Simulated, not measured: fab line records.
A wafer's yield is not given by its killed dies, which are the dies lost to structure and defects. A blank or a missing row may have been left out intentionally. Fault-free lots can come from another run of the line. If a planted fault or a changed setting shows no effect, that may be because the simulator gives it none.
Problem report in the 8D (eight disciplines) form, filled by code ; flow gf180mcu ; the parts of the form that need people (team, actions taken, sign-off) are left out

== 1. THE ISSUE ==
Wafers without a fault read 7.88 s, standard deviation 0.039; strip_time_to_endpoint_s at GF_M4_STRIP_17 reads a mean of 10.24 s on 9 wafers belonging to 3 lots. Relative to the usual mean, that is a shift of +61 standard deviations.
The step: strips in O2/N2.
Seen first at day 29 12:16 on plasma_asher-04, wafer L805.1. The record has a number at this step for 45 wafers belonging to 15 lots. Rule for "out", or "out of limits": more than 4 standard deviations from the usual mean. The rest of the wafers with a number are treated as sound.

== 2. WHAT IT IS AND WHAT IT IS NOT ==
question;is;is not
which readings at this step;strip_time_to_endpoint_s, oes_product_au;drypump_motor_current_A, heater_power_w
which lots;L805, L806, L807;L786, L788, L789, L790, L791, L793, L794, L796, L797, L798, L799, L809
which wafers of those lots;all that have a number;-
read on which tools;plasma_asher-03, plasma_asher-04;plasma_asher-01
when;from day 29 12:16;"up to then (33 sound wafers); but 3 sound wafers of L809 came after"

== 3. THE SUSPECTS, EACH WITH WHAT RULES IT OUT ==
Counting: a tool stays on the suspect list if, at a process step up to the reading, it processed all lots that are out and no sound lot following the first of them.
- rie_metal-01 at GF_M4_METAL_ETCH_16 (etches the open film in Cl2/BCl3, stops on SiO2, target depth 627.5 nm, time 104.6 s): kept. It ran every lot that is out, first L805 (day 29 12:09), and no sound lot after that; its last sound lot up to then is L799 (day 27 18:48).
Left after counting: rie_metal-01 at GF_M4_METAL_ETCH_16.

== 4. THE CAUSE (what the simulator had put in) ==
Beginning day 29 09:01, the whole step at GF_M4_METAL_ETCH_16 was skipped on rie_metal-01. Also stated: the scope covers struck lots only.
This tool alone remained once counting was done.

== 5. SEQUENCE OF EFFECTS, ordered by route ==
Rows list readings where the struck wafers' mean (over those with a number) sits beyond 3 standard deviations from the usual. Readings are gone through only where the record gives a usual standard deviation; hours: the median, over the lots, of the time from a lot's start at the first step in this table giving one to that lot's start at this step; sigmas: the change measured in usual standard deviations.
hours;step;reading;usual;on struck wafers;change;sigmas
0;GF_M4_STRIP_17;oes_product_au;0.558 a.u.;0.661;+0.103;+20
0;GF_M4_STRIP_17;strip_time_to_endpoint_s;7.88 s;10.24;+2.36;+61
The process steps in it:
- GF_M4_STRIP_17: strips in O2/N2.
Readings that are blank on the struck wafers while sound wafers have them: bcl3_flow_sccm at GF_M4_METAL_ETCH_16; bias_w at GF_M4_METAL_ETCH_16; drypump_motor_current_A at GF_M4_METAL_ETCH_16; oes_product_au at GF_M4_METAL_ETCH_16; throttle_valve_pct at GF_M4_METAL_ETCH_16.

== 6. HOW IT WOULD HAVE BEEN CAUGHT EARLIER ==
The fault began at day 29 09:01; the first out-of-limits reading in this record came at day 29 12:16, 3 hours later.
At GF_M4_METAL_ETCH_16 the tool's readings are blank on the struck wafers, where sound wafers have them: an empty tool record is the first sign, and it was there at once.
Of the lots that are out (3), L806, L807 began GF_M4_METAL_ETCH_16 on rie_metal-01 after day 29 12:16. A hold on the tool at that time would have spared those 2.
